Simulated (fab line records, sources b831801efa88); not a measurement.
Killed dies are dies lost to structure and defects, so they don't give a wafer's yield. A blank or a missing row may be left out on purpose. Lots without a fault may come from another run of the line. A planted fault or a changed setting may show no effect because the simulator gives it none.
Chamber matching | flow gf180mcu | GF_V4_CVD_02 on pecvd-02: 3 sister chambers
The step deposits SiO2 from TEOS, target thk 850 nm, time 94.851 s. 14 wafers are shown with their chamber, then 7 later ones without.

WAFERS WITH THEIR CHAMBER
wafer  | chamber | heater_power_w (W) | rf_fwd_power_W (W)
L110.1 | 1       | 634                | 594.6
L110.5 | 1       | 663                | 596.1
L110.6 | 0       | 834                | 599.8
L114.2 | 1       | 651                | 594.9
L114.3 | 2       | 658                | 596.4
L114.4 | 0       | 844                | 599.4
L117.1 | 2       | 622                | 595.6
L117.5 | 2       | 663                | 594.9
L117.6 | 0       | 819                | 598.6
L119.1 | 2       | 650                | 594.3
L119.3 | 1       | 637                | 597.3
L119.6 | 2       | 669                | 598.0
L120.1 | 0       | 769                | 595.7
L120.2 | 2       | 671                | 595.3

SIGNATURES (means of the wafers above)
reading        | chamber 0 | chamber 1 | chamber 2 | scatter within a chamber
heater_power_w | 816.50    | 646.25    | 655.50    | 22.4
rf_fwd_power_W | 598.375   | 595.725   | 595.750   | 1.46
Rule: a wafer's distance from a chamber is the root of the sum, over the readings, of the square of ((its reading less the chamber's mean) divided by the reading's scatter). The wafer belongs to the nearest chamber; if the next one is less than 2 further off, it can't be placed. The scatter: the root of (the sum of the squares of (reading less its chamber's mean) over the shown wafers, divided by (wafers less chambers)).

WAFERS WITHOUT THEIR CHAMBER
wafer  | heater_power_w (W) | rf_fwd_power_W (W)
L120.4 | 823                | 596.9
L121.2 | 772                | 599.3
L121.3 | 554                | 596.0
L121.5 | 821                | 598.1
L128.3 | 833                | 597.8
L128.4 | 545                | 593.8
L128.6 | 601                | 597.8

WHICH CHAMBER EACH WENT THROUGH
wafer  | from the rows above     | in truth
L120.4 | 0                       | 0
L121.2 | 0                       | 0
L121.3 | can't be placed: 1 or 2 | 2
L121.5 | 0                       | 0
L128.3 | 0                       | 0
L128.4 | can't be placed: 1 or 2 | 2
L128.6 | can't be placed: 1 or 2 | 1
Placed correctly: 4 of 7. Can't be placed from these rows: 3 (the true chamber is among the candidates in 3). Placed wrongly: 0.
